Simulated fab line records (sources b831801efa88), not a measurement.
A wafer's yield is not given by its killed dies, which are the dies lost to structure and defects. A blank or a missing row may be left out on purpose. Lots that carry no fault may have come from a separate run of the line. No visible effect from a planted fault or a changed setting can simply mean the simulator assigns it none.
fab line records	flow sky130	part 1 of 2: steps 1 to 35 of 46
[record] lots = 5	wafers = 15	last-day = 49
route steps=708 shown LDD_HVP@280 LDD_LDN@289 SPACER@304 POLY_CUT@307 SD_P@320
lots with no fault: from the same line, run without faults
start-h: hours from the record's opening day to when the first of the lot's shown wafers began	wait-h: time in hours since the lot's previous step	" repeats the value in the row above	L1.1+2: a single row standing in for several wafers	- no value, or no start given	* or withheld: withheld	< > ~ a bound
route shown NAME@n: names a module that has steps shown in the file, with the first one's number in the route	usual: mean and standard deviation over wafers with no fault	same: alike in all rows	chamber/n: place in a boat	sites: each site's reading	_std_site: standard deviation of those values	_edge_site: mean of outer sites minus mean of inner sites	radius-mm: how far each site lies from the wafer's centre	mask NAME#n: copy n	behind: the tool/chamber that last shaped the wafer	hold: the reason the lot was held/the length of the hold in hours/how it ended	device: transistor that didn't switch, given as n, p or np	end of line: at the end of the route, the tests of the same wafers	step lacking rows: just its recipe	killed: dies that structure and defects cost at the first sort, which is not the same as the wafer's yield	map: per-die view of a wafer (x killed, . not killed, _ where there is no die)
set.NAME: setting as actually run; set.NAME@STEP: the setting as run at that earlier step	model.NAME: the simulator's own value behind a step, which no gauge read
lots at selected steps of the route; one table per step, one row per wafer
services: when a tool's chamber went out of use (start-h, in hours from the record's first day, below 0 if earlier), for how many hours, and the reason
[[steps]]
[step SKY_LDD_HVP_COAT_02]
[recipe] resist = NOVOLAK	spin-rpm = 3000	resist-thk-nm = 300
lot.wafer	tool	chamber	start-h	wait-h
L074.1+2+6	litho-track-03	0	480.65	0.1
L081.1+3+5	litho-track-03	0	555.60	0.1
L082.4+5+6	litho-track-01	0	567.16	0.1
L088.4+5+6	litho-track-03	0	610.97	0.1
L093.2+3+6	litho-track-01	0	641.26	0.1
[step SKY_LDD_HVP_SOFTBAKE_03]
[recipe] temp-c = 90	time-s = 60	resist = NOVOLAK
lot.wafer	tool	chamber	start-h	wait-h
L074.1+2+6	litho-track-03	0	480.80	0.1
L081.1+3+5	litho-track-03	0	555.75	0.1
L082.4+5+6	litho-track-01	0	567.31	0.1
L088.4+5+6	litho-track-03	0	611.12	0.1
L093.2+3+6	litho-track-01	0	641.41	0.1
[step SKY_LDD_HVP_EXPOSE_04]
[recipe] mask-id = HVPTM	na = 0.6	source-shape = conventional	sigma-outer = 0.6	polarization = unpolarized	target-cd-nm = 700	dose-mj = 86
lot.wafer	tool	chamber	start-h	wait-h	mask
L074.1+2+6	iline-stepper-01	0	-	-	HVPTM#0
L081.1+3+5	iline-stepper-02	0	-	-	HVPTM#0
L082.4+5+6	iline-stepper-01	0	-	-	HVPTM#0
L088.4+5+6	iline-stepper-02	0	-	-	HVPTM#0
L093.2+3+6	iline-stepper-02	0	-	-	HVPTM#0
[step SKY_LDD_HVP_PEB_05]
[recipe] temp-c = withheld	time-s = *	resist = NOVOLAK
lot.wafer	tool	chamber	start-h	wait-h
L074.1+2+6	litho-track-01	0	-	-
L081.1+3+5	litho-track-03	0	-	-
L082.4+5+6	litho-track-04	0	-	-
L088.4+5+6	litho-track-04	0	-	-
L093.2+3+6	litho-track-01	0	-	-
[step SKY_LDD_HVP_DEVELOP_06]
[recipe] resist = NOVOLAK	developer = TMAH	develop-time-s = 60	dev-temp-c = 23
lot.wafer	tool	chamber	start-h	wait-h
L074.1+2+6	litho-track-01	0	496.24	0.1
L081.1+3+5	litho-track-03	0	570.10	0.1
L082.4+5+6	litho-track-04	0	581.33	0.1
L088.4+5+6	litho-track-04	0	626.38	0.1
L093.2+3+6	litho-track-01	0	654.66	0.1
[step SKY_LDD_HVP_OVL_MEAS_07]
[usual] LDD_HVP_OVL = -0.1/1.5
lot.wafer	tool	chamber	start-h	wait-h	LDD_HVP_OVL[nm]
L074.1	overlay-01	-	496.39	0.1	2.0
L074.2	"	-	"	"	2.6
L074.6	"	-	"	"	3.0
L081.1	overlay-01	-	570.25	0.1	-1.0
L081.3	"	-	"	"	-1.0
L081.5	"	-	"	"	1.4
L082.4	overlay-02	-	581.42	0.1	1.6
L082.5	"	-	"	"	-1.8
L082.6	"	-	"	"	1.1
L088.4	overlay-02	-	626.47	0.1	-0.7
L088.5	"	-	"	"	0.0
L088.6	"	-	"	"	-0.3
L093.2	overlay-02	-	654.79	0.1	-1.5
L093.3	"	-	"	"	-2.6
L093.6	"	-	"	"	-2.3
[step SKY_LDD_HVP_IMPLANT_08]
[recipe] species = B	energy-kev = 20	dose-cm2 = 1.7e+13	tilt-deg = 17.9
[usual] tilt-deg = 17.900/0.02
lot.wafer	tool	chamber	start-h	wait-h	tilt-deg
L074.1	implanter-03	0	496.42	0.0	17.918
L074.2	"	0	"	"	17.906
L074.6	"	0	"	"	17.938
L081.1	implanter-04	0	570.28	0.0	17.871
L081.3	"	0	"	"	17.903
L081.5	"	0	"	"	17.858
L082.4	implanter-04	0	581.52	0.1	17.893
L082.5	"	0	"	"	17.880
L082.6	"	0	"	"	17.891
L088.4	implanter-03	0	626.57	0.1	17.898
L088.5	"	0	"	"	17.906
L088.6	"	0	"	"	17.877
L093.2	implanter-04	0	654.85	0.0	17.908
L093.3	"	0	"	"	17.888
L093.6	"	0	"	"	17.890
[step SKY_LDD_HVP_STRIP_09]
[recipe] chemistry = O2/N2	power-w = 1400	pressure-mtorr = 1500	platen-temp-c = withheld	o2-flow-sccm = 3000	n2-flow-sccm = 300	overash-fraction = 0.5
[usual] drypump-motor-current-A = 5.6/0.4	oes-product-au = 0.408/0.0047	strip-time-to-endpoint-s = 4.136/0.013
lot.wafer	tool	chamber	start-h	wait-h	drypump-motor-current-A	oes-product-au	rf-hours-counter-h	strip-time-to-endpoint-s
L074.1	plasma-asher-01	0	496.57	0.1	5.5	0.402	34	4.129
L074.2	"	1	"	"	5.2	0.412	34	4.118
L074.6	"	1	"	"	5.2	0.413	-	4.119
L081.1	plasma-asher-01	0	570.43	0.1	5.5	0.404	40	4.140
L081.3	"	1	"	"	5.2	0.410	-	4.139
L081.5	"	0	"	"	5.6	0.407	-	4.154
L082.4	plasma-asher-01	0	581.62	0.1	5.5	0.405	-	4.127
L082.5	"	1	"	"	5.2	0.407	-	4.131
L082.6	"	0	"	"	5.5	0.411	-	4.144
L088.4	plasma-asher-01	1	626.67	0.1	5.2	0.405	-	4.136
L088.5	"	0	"	"	5.5	0.400	-	4.129
L088.6	"	1	"	"	5.2	0.409	-	4.135
L093.2	plasma-asher-01	0	654.97	0.1	5.5	0.403	48	4.138
L093.3	"	0	"	"	5.5	0.413	-	4.145
L093.6	"	0	"	"	5.5	0.411	-	4.144
[step SKY_LDD_HVP_TW_MEAS_10]
[usual] LDD_HVP_TW = 458.6/2.4
lot.wafer	tool	chamber	start-h	wait-h	LDD_HVP_TW
L074.1	film-metro-01	-	496.67	0.1	462.7
L074.2	"	-	"	"	460.5
L074.6	"	-	"	"	460.8
L081.1	film-metro-01	-	570.62	0.1	453.2
L081.3	"	-	"	"	454.1
L081.5	"	-	"	"	453.1
L082.4	film-metro-03	-	581.72	0.1	456.5
L082.5	"	-	"	"	460.3
L082.6	"	-	"	"	455.9
L088.4	film-metro-01	-	626.77	0.1	455.8
L088.5	"	-	"	"	455.8
L088.6	"	-	"	"	455.8
L093.2	film-metro-04	-	655.08	0.1	459.6
L093.3	"	-	"	"	460.9
L093.6	"	-	"	"	460.3
[step SKY_LDD_LDN_DEHYDRATE_00]
[recipe] temp-c = 200	time-s = 60
lot.wafer	tool	chamber	start-h	wait-h
L074.1+2+6	litho-track-02	0	511.04	14.4
L081.1+3+5	litho-track-04	0	584.81	14.2
L082.4+5+6	litho-track-04	0	596.58	14.8
L088.4+5+6	litho-track-02	0	640.36	13.6
L093.2+3+6	litho-track-04	0	669.38	14.3
[step SKY_LDD_LDN_HMDS_01]
[recipe] prime-time-s = 60	prime-temp-c = 120
lot.wafer	tool	chamber	start-h	wait-h
L074.1+2+6	litho-track-02	0	511.19	0.1
L081.1+3+5	litho-track-04	0	584.96	0.1
L082.4+5+6	litho-track-04	0	596.73	0.1
L088.4+5+6	litho-track-02	0	640.51	0.1
L093.2+3+6	litho-track-04	0	669.53	0.1
[step SKY_LDD_LDN_COAT_02]
[recipe] resist = NOVOLAK	spin-rpm = 3000	resist-thk-nm = 1140
lot.wafer	tool	chamber	start-h	wait-h
L074.1+2+6	litho-track-02	0	511.34	0.1
L081.1+3+5	litho-track-04	0	585.11	0.1
L082.4+5+6	litho-track-04	0	596.88	0.1
L088.4+5+6	litho-track-02	0	640.66	0.1
L093.2+3+6	litho-track-04	0	669.68	0.1
[step SKY_LDD_LDN_SOFTBAKE_03]
[recipe] temp-c = 90	time-s = 60	resist = NOVOLAK
lot.wafer	tool	chamber	start-h	wait-h
L074.1+2+6	litho-track-02	0	511.49	0.1
L081.1+3+5	litho-track-04	0	585.26	0.1
L082.4+5+6	litho-track-04	0	597.03	0.1
L088.4+5+6	litho-track-02	0	640.81	0.1
L093.2+3+6	litho-track-04	0	669.83	0.1
[step SKY_LDD_LDN_EXPOSE_04]
[recipe] mask-id = LDNTM	na = 0.6	source-shape = conventional	sigma-outer = 0.6	polarization = unpolarized	target-cd-nm = 700	dose-mj = 140
lot.wafer	tool	chamber	start-h	wait-h	mask
L074.1+2+6	iline-stepper-01	0	-	-	LDNTM#0
L081.1+3+5	iline-stepper-01	0	-	-	LDNTM#0
L082.4+5+6	iline-stepper-01	0	-	-	LDNTM#0
L088.4+5+6	iline-stepper-02	0	-	-	LDNTM#0
L093.2+3+6	iline-stepper-01	0	-	-	LDNTM#0
[step SKY_LDD_LDN_PEB_05]
[recipe] temp-c = withheld	time-s = *	resist = NOVOLAK
lot.wafer	tool	chamber	start-h	wait-h
L074.1+2+6	litho-track-02	0	-	-
L081.1+3+5	litho-track-04	0	-	-
L082.4+5+6	litho-track-04	0	-	-
L088.4+5+6	litho-track-01	0	-	-
L093.2+3+6	litho-track-01	0	-	-
[step SKY_LDD_LDN_DEVELOP_06]
[recipe] resist = NOVOLAK	developer = TMAH	develop-time-s = 60	dev-temp-c = 23
lot.wafer	tool	chamber	start-h	wait-h
L074.1+2+6	litho-track-02	0	527.34	0.1
L081.1+3+5	litho-track-04	0	599.66	0.1
L082.4+5+6	litho-track-04	0	610.98	0.1
L088.4+5+6	litho-track-01	0	653.61	0.1
L093.2+3+6	litho-track-01	0	682.96	0.1
[step SKY_LDD_LDN_OVL_MEAS_07]
[usual] LDD_LDN_OVL = 0.1/1.2
lot.wafer	tool	chamber	start-h	wait-h	LDD_LDN_OVL[nm]
L074.1	overlay-01	-	527.49	0.1	1.0
L074.2	"	-	"	"	-0.5
L074.6	"	-	"	"	0.9
L081.1	overlay-01	-	599.81	0.1	0.5
L081.3	"	-	"	"	1.2
L081.5	"	-	"	"	0.1
L082.4	overlay-01	-	611.07	0.1	-0.9
L082.5	"	-	"	"	-2.4
L082.6	"	-	"	"	0.1
L088.4	overlay-02	-	653.71	0.1	0.3
L088.5	"	-	"	"	0.1
L088.6	"	-	"	"	-0.1
L093.2	overlay-01	-	683.09	0.1	0.3
L093.3	"	-	"	"	-0.1
L093.6	"	-	"	"	0.1
[step SKY_LDD_LDN_IMPLANT_08]
[recipe] species = As	energy-kev = 15	dose-cm2 = 1.25e+13	tilt-deg = withheld	rotation-deg = 23
lot.wafer	tool	chamber	start-h	wait-h
L074.1+2+6	implanter-01	0	527.52	0.0
L081.1+3+5	implanter-04	0	599.84	0.0
L082.4+5+6	implanter-01	0	611.17	0.1
L088.4+5+6	implanter-02	0	653.80	0.1
L093.2+3+6	implanter-02	0	683.15	0.0
[step SKY_LDD_LDN_IMPLANT_09]
[recipe] species = As	energy-kev = 15	dose-cm2 = 1.25e+13	tilt-deg = withheld	rotation-deg = 113
lot.wafer	tool	chamber	start-h	wait-h
L074.1+2+6	implanter-01	0	527.67	0.1
L081.1+3+5	implanter-04	0	599.99	0.1
L082.4+5+6	implanter-01	0	611.32	0.1
L088.4+5+6	implanter-02	0	653.95	0.1
L093.2+3+6	implanter-02	0	683.30	0.1
[step SKY_LDD_LDN_IMPLANT_10]
[recipe] species = As	energy-kev = 15	dose-cm2 = 1.272e+13	tilt-deg = withheld	rotation-deg = 203
lot.wafer	tool	chamber	start-h	wait-h
L074.1+2+6	implanter-01	0	527.82	0.1
L081.1+3+5	implanter-04	0	600.14	0.1
L082.4+5+6	implanter-01	0	611.47	0.1
L088.4+5+6	implanter-02	0	654.10	0.1
L093.2+3+6	implanter-02	0	683.45	0.1
[step SKY_LDD_LDN_IMPLANT_11]
[recipe] species = As	energy-kev = 15	dose-cm2 = 1.25e+13	tilt-deg = withheld	rotation-deg = 293
lot.wafer	tool	chamber	start-h	wait-h
L074.1+2+6	implanter-01	0	527.97	0.1
L081.1+3+5	implanter-04	0	600.29	0.1
L082.4+5+6	implanter-01	0	611.62	0.1
L088.4+5+6	implanter-02	0	654.25	0.1
L093.2+3+6	implanter-02	0	683.60	0.1
[step SKY_LDD_LDN_STRIP_12]
[recipe] chemistry = O2/N2	power-w = 1400	pressure-mtorr = 1500	platen-temp-c = withheld	o2-flow-sccm = 3000	n2-flow-sccm = 300	overash-fraction = 0.5
[usual] drypump-motor-current-A = 5.7/0.34	oes-product-au = 0.716/0.0047	strip-time-to-endpoint-s = 14.19/0.038
lot.wafer	tool	chamber	start-h	wait-h	drypump-motor-current-A	oes-product-au	rf-hours-counter-h	strip-time-to-endpoint-s
L074.1	plasma-asher-02	1	528.12	0.1	6.2	0.721	75	14.19
L074.2	"	0	"	"	5.9	0.724	75	14.22
L074.6	"	0	"	"	6.0	0.712	-	14.21
L081.1	plasma-asher-04	0	600.44	0.1	5.3	0.715	17	14.23
L081.3	"	0	"	"	5.3	0.723	-	14.20
L081.5	"	1	"	"	5.6	0.718	-	14.17
L082.4	plasma-asher-01	0	611.72	0.1	5.6	0.721	-	14.26
L082.5	"	1	"	"	5.2	0.718	-	14.18
L082.6	"	0	"	"	5.5	0.713	-	14.24
L088.4	plasma-asher-04	1	654.36	0.1	5.6	0.712	-	14.16
L088.5	"	0	"	"	5.3	0.710	-	14.11
L088.6	"	1	"	"	5.6	0.714	-	14.21
L093.2	plasma-asher-02	0	683.72	0.1	6.0	0.721	91	14.20
L093.3	"	1	"	"	6.1	0.715	-	14.20
L093.6	"	1	"	"	6.1	0.720	-	14.18
[step SKY_LDD_LDN_TW_MEAS_13]
[usual] LDD_LDN_TW = 1482/13
lot.wafer	tool	chamber	start-h	wait-h	LDD_LDN_TW
L074.1	film-metro-03	-	528.22	0.1	1492
L074.2	"	-	"	"	1498
L074.6	"	-	"	"	1490
L081.1	film-metro-03	-	600.54	0.1	1482
L081.3	"	-	"	"	1485
L081.5	"	-	"	"	1487
L082.4	film-metro-01	-	611.82	0.1	1483
L082.5	"	-	"	"	1480
L082.6	"	-	"	"	1482
L088.4	film-metro-03	-	654.45	0.1	1485
L088.5	"	-	"	"	1500
L088.6	"	-	"	"	1489
L093.2	film-metro-01	-	683.83	0.1	1489
L093.3	"	-	"	"	1495
L093.6	"	-	"	"	1489
[step SKY_LDD_LDN_CLEAN_14]
[recipe] chemistry = SC1/SC2	mix = 1:4:20	temp-c = 70	time-s = 150	dry = n2-spin
[usual] bath-guard-temp-C = 70.0/0.5	bath-heat-duty-pct = 13.2/1.4
lot.wafer	tool	chamber	start-h	wait-h	bath-guard-temp-C	bath-heat-duty-pct
L074.1	wet-bench-01	2	528.28	0.1	69.8	13.0
L074.2	"	2	"	"	69.7	13.9
L074.6	"	2	"	"	69.7	13.0
L081.1	wet-bench-01	1	600.60	0.1	70.3	11.3
L081.3	"	1	"	"	70.5	11.0
L081.5	"	1	"	"	70.4	10.5
L082.4	wet-bench-03	3	611.85	0.0	70.2	14.7
L082.5	"	3	"	"	70.1	15.8
L082.6	"	3	"	"	70.4	15.5
L088.4	wet-bench-03	0	654.48	0.0	70.2	11.2
L088.5	"	0	"	"	70.0	10.7
L088.6	"	0	"	"	69.7	12.3
L093.2	wet-bench-03	2	683.88	0.0	69.7	14.0
L093.3	"	2	"	"	70.1	13.8
L093.6	"	2	"	"	69.6	12.5
[step SKY_SPACER_CVD_00]
[recipe] material = Si3N4	precursor = DCS/NH3	target-thk-nm = 43.1	temp-c = 770	time-s = 740	pressure-mtorr = 250
[usual] zone-power-bottom-pct = 20.1/2.1	zone-power-top-pct = 25.9/2.1
lot.wafer	tool	chamber	start-h	wait-h	zone-power-bottom-pct	zone-power-top-pct
L074.1	lpcvd-02	1	528.33	0.0	21.8	24.1
L074.2	"	1	"	"	21.6	24.7
L074.6	"	1	"	"	21.9	23.8
L081.1	lpcvd-02	1	600.80	0.2	22.2	24.3
L081.3	"	1	"	"	21.9	24.4
L081.5	"	1	"	"	22.1	23.9
L082.4	lpcvd-02	0	611.91	0.0	17.6	28.6
L082.5	"	0	"	"	17.7	27.9
L082.6	"	0	"	"	17.8	27.7
L088.4	lpcvd-02	0	655.78	1.2	17.5	28.2
L088.5	"	0	"	"	17.6	28.3
L088.6	"	0	"	"	17.5	28.5
L093.2	lpcvd-02	0	683.93	0.0	17.5	29.2
L093.3	"	0	"	"	17.5	28.2
L093.6	"	0	"	"	17.2	28.8
[step SKY_SPACER_THK_MEAS_01]
[recipe] reads = Si3N4_of_SPACER_CVD_00
[usual] SPACER_CVD_00_THK = 43.3/0.39
lot.wafer	tool	chamber	start-h	wait-h	SPACER_CVD_00_THK[nm]
L074.1	film-metro-04	-	529.54	0.0	43.6
L074.2	"	-	"	"	43.2
L074.6	"	-	"	"	43.6
L081.1	film-metro-02	-	602.01	0.0	43.5
L081.3	"	-	"	"	43.9
L081.5	"	-	"	"	43.7
L082.4	film-metro-02	-	613.14	0.0	43.6
L082.5	"	-	"	"	43.6
L082.6	"	-	"	"	43.6
L088.4	film-metro-01	-	657.01	0.0	43.1
L088.5	"	-	"	"	43.5
L088.6	"	-	"	"	43.3
L093.2	film-metro-01	-	685.75	0.0	43.1
L093.3	"	-	"	"	43.4
L093.6	"	-	"	"	43.1
[step SKY_SPACER_ETCHBACK_02]
[recipe] chemistry = CH3F/O2	target = Si3N4	stop-on = SiO2	source-w = 400	bias-w = 80	pressure-mtorr = 25	ch3f-flow-sccm = 40	O2_flow_sccm = 30	time-s = 46.7	target-depth-a = 450
[usual] drypump-motor-current-A = 6.0/0.43	oes-product-au = 0.856/0.0053	throttle-valve-pct = 10.563/0.0083
lot.wafer	tool	chamber	start-h	wait-h	drypump-motor-current-A	oes-product-au	rf-hours-counter-h	throttle-valve-pct
L074.1	rie-diel-04	1	529.60	0.1	6.2	0.863	4	10.550
L074.2	"	0	"	"	6.0	0.862	8	10.563
L074.6	"	3	"	"	5.7	0.860	-	10.563
L081.1	rie-diel-04	1	602.07	0.1	6.2	0.857	5	10.558
L081.3	"	3	"	"	5.7	0.864	10	10.559
L081.5	"	2	"	"	5.8	0.860	-	10.573
L082.4	rie-diel-02	1	613.17	0.0	5.4	0.861	59	10.570
L082.5	"	1	"	"	5.4	0.856	-	10.575
L082.6	"	0	"	"	6.5	0.866	-	10.558
L088.4	rie-diel-03	1	657.04	0.0	6.3	0.852	20	10.566
L088.5	"	1	"	"	6.4	0.864	-	10.558
L088.6	"	2	"	"	5.8	0.851	-	10.562
L093.2	rie-diel-04	1	685.80	0.0	6.2	0.853	8	10.565
L093.3	"	2	"	"	5.8	0.864	13	10.534
L093.6	"	1	"	"	6.2	0.853	-	10.571
[step SKY_POLY_CUT_DEHYDRATE_00]
[recipe] temp-c = 200	time-s = 60
lot.wafer	tool	chamber	start-h	wait-h
L074.1+2+6	litho-track-03	0	543.95	14.3
L081.1+3+5	litho-track-03	0	616.15	14.1
L082.4+5+6	litho-track-03	0	627.67	14.5
L088.4+5+6	litho-track-02	0	670.81	13.8
L093.2+3+6	litho-track-03	0	699.87	14.0
[step SKY_POLY_CUT_HMDS_01]
[recipe] prime-time-s = 60	prime-temp-c = 120
lot.wafer	tool	chamber	start-h	wait-h
L074.1+2+6	litho-track-03	0	544.10	0.1
L081.1+3+5	litho-track-03	0	616.30	0.1
L082.4+5+6	litho-track-03	0	627.82	0.1
L088.4+5+6	litho-track-02	0	670.96	0.1
L093.2+3+6	litho-track-03	0	700.02	0.1
[step SKY_POLY_CUT_COAT_02]
[recipe] resist = BARC	temp-c = withheld	time-s = withheld	spin-rpm = 3000	resist-thk-nm = 60
lot.wafer	tool	chamber	start-h	wait-h
L074.1+2+6	litho-track-03	0	544.25	0.1
L081.1+3+5	litho-track-03	0	616.45	0.1
L082.4+5+6	litho-track-03	0	627.97	0.1
L088.4+5+6	litho-track-02	0	671.11	0.1
L093.2+3+6	litho-track-03	0	700.17	0.1
[step SKY_POLY_CUT_COAT_03]
[recipe] resist = KrF-thick	spin-rpm = 3000	resist-thk-nm = 450
lot.wafer	tool	chamber	start-h	wait-h
L074.1+2+6	litho-track-03	0	-	-
L081.1+3+5	litho-track-03	0	-	-
L082.4+5+6	litho-track-03	0	-	-
L088.4+5+6	litho-track-02	0	-	-
L093.2+3+6	litho-track-03	0	-	-
[step SKY_POLY_CUT_SOFTBAKE_04]
[recipe] temp-c = 100	time-s = 90	resist = KrF-thick
lot.wafer	tool	chamber	start-h	wait-h
L074.1+2+6	litho-track-03	0	-	-
L081.1+3+5	litho-track-03	0	-	-
L082.4+5+6	litho-track-03	0	-	-
L088.4+5+6	litho-track-02	0	-	-
L093.2+3+6	litho-track-03	0	-	-
[step SKY_POLY_CUT_EXPOSE_05]
[recipe] mask-id = NPCM	na = 0.8	source-shape = annular	sigma-inner = 0.55	sigma-outer = 0.85	target-cd-nm = 270	dose-mj = 32
lot.wafer	tool	chamber	start-h	wait-h	mask
L074.1+2+6	krf-scanner-02	0	-	-	NPCM#0
L081.1+3+5	krf-scanner-01	0	-	-	NPCM#0
L082.4+5+6	krf-scanner-02	0	-	-	NPCM#0
L088.4+5+6	krf-scanner-01	0	-	-	NPCM#0
L093.2+3+6	krf-scanner-01	0	-	-	NPCM#0
[step SKY_POLY_CUT_PEB_06]
[recipe] peb-temp-c = withheld	peb-time-s = withheld	resist = KrF-thick
lot.wafer	tool	chamber	start-h	wait-h
L074.1+2+6	litho-track-04	0	-	-
L081.1+3+5	litho-track-02	0	-	-
L082.4+5+6	litho-track-04	0	-	-
L088.4+5+6	litho-track-03	0	-	-
L093.2+3+6	litho-track-02	0	-	-
[step SKY_POLY_CUT_DEVELOP_07]
[recipe] develop-time-s = 60	resist = KrF-thick	dev-temp-c = 21
lot.wafer	tool	chamber	start-h	wait-h
L074.1+2+6	litho-track-04	0	-	-
L081.1+3+5	litho-track-02	0	-	-
L082.4+5+6	litho-track-04	0	-	-
L088.4+5+6	litho-track-03	0	-	-
L093.2+3+6	litho-track-02	0	-	-
